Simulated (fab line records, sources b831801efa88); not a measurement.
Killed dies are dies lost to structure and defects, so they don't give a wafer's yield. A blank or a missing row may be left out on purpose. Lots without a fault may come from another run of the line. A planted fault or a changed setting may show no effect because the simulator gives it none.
fab line records | flow sky130
record lots=6 wafers=18 last_day=49
route steps=708 shown CAP2M@620 METAL4@621 PAD_OPEN@708
lots that met no fault: from a run of the same line without faults
start_h: hours from the record's first day to the start of the lot's first wafer shown | wait_h: hours since the lot's step before | " the same as in the row above | L1.1+2: a row that stands for several wafers | - no value, or no start given | * or withheld: withheld | < > ~ a bound
route shown NAME@n: a module of which the file shows steps, and the number in the route of the first | usual: mean/standard deviation of fault-free wafers | same: alike in all rows | chamber/n: place in a boat | sites: the reading at each site | _std_site: their standard deviation | _edge_site: outer sites' mean less inner sites' | radius_mm: how far each site lies from the wafer's centre | mask NAME#n: copy n | behind: the tool/chamber that last shaped the wafer | hold: why the lot was held/for how many hours/how that ended | device: the transistor (n, p or np) that didn't switch | end of line: the same wafers' tests at the end of the route | a step without rows: its recipe alone | killed: dies lost to structure and defects at the first sort, not the wafer's yield | map: a wafer's dies, x killed, . not, _ none there
set.NAME: the setting as run; set.NAME@STEP: as run at that earlier step | model.NAME: the simulator's own value behind a step, which no gauge read
lots at some steps of the route; a table a step, a row a wafer
services: from which hour (start_h, from the record's first day; less than 0 if before it) a tool's chamber was out of use, for how many hours, and why
## steps
# step SKY_CAP2M_CLEAN_17
# recipe chemistry=O3/DIW dry=n2_spin
# step SKY_METAL4_DEHYDRATE_05
# recipe temp_c=200 time_s=60
# step SKY_METAL4_HMDS_06
# recipe prime_time_s=60 prime_temp_c=120
# step SKY_METAL4_COAT_07
# recipe resist=BARC temp_c=withheld time_s=withheld spin_rpm=3000 resist_thk_nm=60
# step SKY_METAL4_COAT_08
# recipe resist=KrF-thick spin_rpm=3000 resist_thk_nm=1140
# step SKY_METAL4_SOFTBAKE_09
# recipe temp_c=100 time_s=90 resist=KrF-thick
# step SKY_METAL4_EXPOSE_10
# recipe mask_id=MM4 na=0.68 source_shape=annular sigma_inner=0.4 sigma_outer=0.8 target_cd_nm=300 dose_mj=28
# step SKY_METAL4_PEB_11
# recipe peb_temp_c=withheld peb_time_s=withheld resist=KrF-thick
# step SKY_METAL4_DEVELOP_12
# recipe develop_time_s=60 resist=KrF-thick dev_temp_c=21
# step SKY_METAL4_CD_MEAS_13
# recipe target_cd_nm=300
# usual cd_nm=299.7/1.4
# columns lot.wafer tool chamber start_h wait_h cd_nm
L963.1 cd_sem-02 - 975.11 - 301.5
L963.3 " - " " 300.2
L963.5 " - " " 302.3
L967.3 cd_sem-02 - 1020.46 - 300.1
L967.4 " - " " 300.8
L967.5 " - " " 300.7
L969.1 cd_sem-01 - 1025.67 - 299.1
L969.3 " - " " 299.3
L969.4 " - " " 298.7
L970.3 cd_sem-01 - 1029.16 - 298.5
L970.4 " - " " 298.7
L970.6 " - " " 299.3
L980.1 cd_sem-02 - 1085.62 - 300.5
L980.2 " - " " 300.7
L980.4 " - " " 299.2
L982.3 cd_sem-01 - 1097.56 - 300.0
L982.5 " - " " 299.8
L982.6 " - " " 298.8
# step SKY_METAL4_OVL_MEAS_14
# usual METAL4_OVL=-2/4.8
# columns lot.wafer tool chamber start_h wait_h METAL4_OVL[nm]
L963.1 overlay-02 - 975.23 0.1 -4
L963.3 " - " " 4
L963.5 " - " " -2
L967.3 overlay-01 - 1020.55 0.1 -3
L967.4 " - " " -1
L967.5 " - " " -13
L969.1 overlay-02 - 1025.79 0.1 0
L969.3 " - " " 2
L969.4 " - " " 0
L970.3 overlay-01 - 1029.25 0.1 -8
L970.4 " - " " 2
L970.6 " - " " -11
L980.1 overlay-02 - 1085.74 0.1 -9
L980.2 " - " " -5
L980.4 " - " " -8
L982.3 overlay-02 - 1097.66 0.1 -2
L982.5 " - " " -7
L982.6 " - " " 1
# step SKY_METAL4_DESCUM_15
# recipe chemistry=O2 source_power_w=150 bias_power_w=0 pressure_mtorr=10 temp_c=40 time_s=8
# usual drypump_motor_current_A=6.0/0.48 oes_product_au=0.996/0.01 rf_fwd_power_W=147.6/0.42
# same bias_power_w=0 time_s=8
# columns lot.wafer tool chamber start_h wait_h drypump_motor_current_A oes_product_au rf_fwd_power_W rf_hours_counter_h
L963.1 rie_metal-03 0 975.27 0.0 5.5 1.012 148.4 12
L963.3 " 1 " " 6.2 0.976 148.0 -
L963.5 " 0 " " 5.6 1.007 147.9 -
L967.3 rie_metal-03 0 1020.58 0.0 5.5 1.009 147.6 -
L967.4 " 1 " " 6.2 0.985 147.7 -
L967.5 " 0 " " 5.6 1.012 147.7 -
L969.1 rie_metal-03 1 1025.83 0.0 6.2 0.987 148.0 10
L969.3 " 0 " " 5.5 1.014 147.2 -
L969.4 " 1 " " 6.2 0.996 148.2 -
L970.3 rie_metal-01 0 1029.28 0.0 6.3 1.000 147.0 -
L970.4 " 1 " " 6.5 0.988 147.7 -
L970.6 " 0 " " 6.3 0.999 147.5 -
L980.1 rie_metal-01 0 1085.78 0.0 6.3 0.998 147.4 15
L980.2 " 1 " " 6.5 0.997 147.5 22
L980.4 " 1 " " 6.5 0.987 146.9 -
L982.3 rie_metal-01 0 1097.69 0.0 6.3 0.996 147.2 -
L982.5 " 0 " " 6.3 1.000 147.6 -
L982.6 " 1 " " 6.5 0.998 148.6 -
# step SKY_METAL4_ETCH_16
# recipe chemistry=N2/H2 target=BARC ion_energy_ev=200 bias_w=100 pressure_mtorr=30 n2_flow_sccm=100 h2_flow_sccm=200 icp_w=500 stop_on=SiO2 time_s=88.2 target_depth_a=600
# usual drypump_motor_current_A=6.0/0.48 oes_product_au=0.625/0.0048 rf_fwd_power_W=497.4/1.6 throttle_valve_pct=13.204/0.0092
# same time_s=88.2
# columns lot.wafer tool chamber start_h wait_h drypump_motor_current_A oes_product_au rf_fwd_power_W rf_hours_counter_h throttle_valve_pct model.SiO2_of_CAP2M_CVD_00.thk_nm
L963.1 rie_metal-03 0 975.30 0.0 5.6 0.622 498.6 12 13.205 15.48
L963.3 " 1 " " 6.2 0.628 499.5 - 13.207 15.53
L963.5 " 0 " " 5.6 0.627 497.8 - 13.199 15.68
L967.3 rie_metal-03 0 1020.64 0.0 5.5 0.638 498.3 - 13.204 15.52
L967.4 " 1 " " 6.2 0.636 497.3 - 13.205 15.5
L967.5 " 0 " " 5.5 0.626 497.6 - 13.204 15.51
L969.1 rie_metal-03 1 1025.86 0.0 6.2 0.629 499.3 10 13.185 15.33
L969.3 " 0 " " 5.5 0.620 496.6 - 13.186 15.39
L969.4 " 1 " " 6.2 0.625 498.5 - 13.201 15.5
L970.3 rie_metal-01 0 1029.34 0.0 6.3 0.628 497.6 - 13.223 15.61
L970.4 " 1 " " 6.5 0.628 496.6 - 13.214 15.6
L970.6 " 0 " " 6.4 0.627 497.5 - 13.208 16.1
L980.1 rie_metal-01 0 1085.81 0.0 6.4 0.624 500.5 15 13.196 14.79
L980.2 " 1 " " 6.5 0.626 496.4 22 13.217 15.02
L980.4 " 1 " " 6.5 0.626 496.5 - 13.207 15.31
L982.3 rie_metal-01 0 1097.74 0.0 6.3 0.616 497.3 - 13.215 15.16
L982.5 " 0 " " 6.4 0.627 496.1 - 13.206 15.62
L982.6 " 1 " " 6.5 0.627 498.9 - 13.204 15.33
# step SKY_METAL4_ETCH_17
# recipe target=SiO2 stop_on=TiN chemistry=C4F8/O2/Ar source_w=1500 bias_w=1200 pressure_mtorr=40 c4f8_flow_sccm=withheld O2_flow_sccm=6 Ar_flow_sccm=300 time_s=3.9 target_depth_a=150
# usual oes_product_au=0.756/0.0079 rf_fwd_power_W=1470/7.2
# same time_s=3.9
# columns lot.wafer tool chamber start_h wait_h oes_product_au rf_fwd_power_W rf_hours_counter_h
L963.1 rie_diel-03 2 975.40 0.1 0.759 1461 8
L963.3 " 3 " " 0.756 1478 17
L963.5 " 0 " " 0.759 1472 -
L967.3 rie_diel-03 1 1020.70 0.0 0.756 1479 12
L967.4 " 0 " " 0.758 1457 8
L967.5 " 1 " " 0.748 1477 -
L969.1 rie_diel-01 3 1025.96 0.1 0.752 1468 25
L969.3 " 0 " " 0.754 1483 21
L969.4 " 2 " " 0.759 1459 16
L970.3 rie_diel-01 0 1029.40 0.0 0.753 1471 21
L970.4 " 1 " " 0.758 1468 22
L970.6 " 1 " " 0.768 1471 -
L980.1 rie_diel-01 3 1085.91 0.1 0.733 1469 27
L980.2 " 2 " " 0.748 1463 18
L980.4 " 1 " " 0.746 1469 23
L982.3 rie_diel-04 3 1097.81 0.0 0.754 1481 20
L982.5 " 2 " " 0.759 1465 -
L982.6 " 3 " " 0.748 1487 -
# step SKY_PAD_OPEN_PROBE_99
# usual defect_limited_yield=82.3/1.9 killed_at_M0_to_M3=44/6.9 killed_at_M4_up=3.0/1.5 killed_at_contacts=24/5.2 killed_at_front_end=15/4.1 killed_at_other=0.4/0.62 killed_dies=87/9.6 killed_open=47/7 killed_short=40/6.2 sort_bin_3_pad_short=0.9/0.43 sort_bin_5_function=10.5/1.4 sort_bin_6_memory=6.4/1.2 sort_n_pass=405/9.6 sort_yield_pct=82.3/1.9
# same gross_dies=492 killed_at_back_side=0 sort_bin_4_leakage[%]=0 sort_bin_8_speed[%]=0
# columns lot.wafer tool chamber start_h wait_h defect_limited_yield[%] killed_at_M0_to_M3 killed_at_M4_up killed_at_contacts killed_at_front_end killed_at_other killed_dies killed_open killed_short sort_bin_3_pad_short[%] sort_bin_5_function[%] sort_bin_6_memory[%] sort_n_pass sort_yield_pct[%]
L980.1 prober-02 - 1165.69 0.1 86.4 37 3 13 14 0 67 34 33 1.0 8.7 3.9 425 86.4
L980.2 prober-02 - 1165.74 0.1 84.1 50 3 16 9 0 78 45 33 1.0 9.8 5.1 414 84.1
L980.4 prober-02 - 1165.84 0.2 83.9 46 4 17 11 1 79 43 36 0.6 10.6 4.9 413 83.9
# killed by level:class
L980.1 VIA3:geometric_particle:open=8 POLY_GATE:geometric_particle:short=5 METAL1:geometric_particle:short=5 VIA1:geometric_particle:open=5 METAL2:geometric_particle:short=5 LI_CONTACT:geometric_particle:open=4 CONTACT:geometric_particle:open=4 VIA2:geometric_particle:open=4
L980.2 VIA1:geometric_particle:open=11 VIA2:geometric_particle:open=11 CONTACT:geometric_particle:open=9 METAL1:geometric_particle:short=9 METAL2:geometric_particle:short=5 VIA2:geometric_particle:short=5 FIELD_ISO:geometric_particle:open=3 CONTACT:geometric_particle:short=3
L980.4 VIA2:geometric_particle:open=8 VIA1:geometric_particle:open=8 LI_CONTACT:geometric_particle:open=7 METAL1:geometric_particle:short=7 VIA1:geometric_particle:short=7 VIA3:geometric_particle:open=5 FIELD_ISO:geometric_particle:open=4 CONTACT:geometric_particle:open=4
## services
# columns tool chamber start_h hours kind
rie_diel-04 0 951.38 - clean
rie_diel-04 0 951.38 19.6 scheduled_down
rie_diel-04 0 951.38 19.6 vent_cycle
rie_metal-01 - 959.68 2.8 pm
rie_metal-03 - 983.41 4.6 repair
rie_metal-03 - 988.02 2.8 pm
rie_diel-04 3 989.69 9.6 repair
rie_diel-04 1 991.24 2.2 repair
rie_diel-03 0 1008.05 2.7 repair
rie_metal-01 - 1011.82 1.4 pm
rie_diel-04 - 1015.23 2.8 pm
rie_metal-03 - 1027.47 0.2 repair
rie_diel-03 0 1031.95 13.6 repair
rie_diel-03 1 1053.88 2.4 repair
rie_diel-04 - 1066.60 0.3 repair
rie_diel-03 - 1078.52 2.8 pm
rie_metal-03 0 1081.81 26.4 repair
## key
first_sign none at tools or gauges
model_effect step=SKY_METAL4_ETCH_16 value=SiO2_of_CAP2M_CVD_00.thk_nm without=15.52 struck=15.2
met_at SKY_METAL4_ETCH_16
struck_wafers L980.1,L980.2,L980.4,L982.3,L982.5,L982.6
onset_between 1029.34 1085.81
also_fits time
fault kind=process_parameter_drift tool=rie_metal-01 chamber=- onset_h=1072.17 steps=SKY_METAL4_ETCH_16 channel=ion_energy_ev offset=32 shape=step end_h=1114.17 acts_in=these_recipes_only stated=200
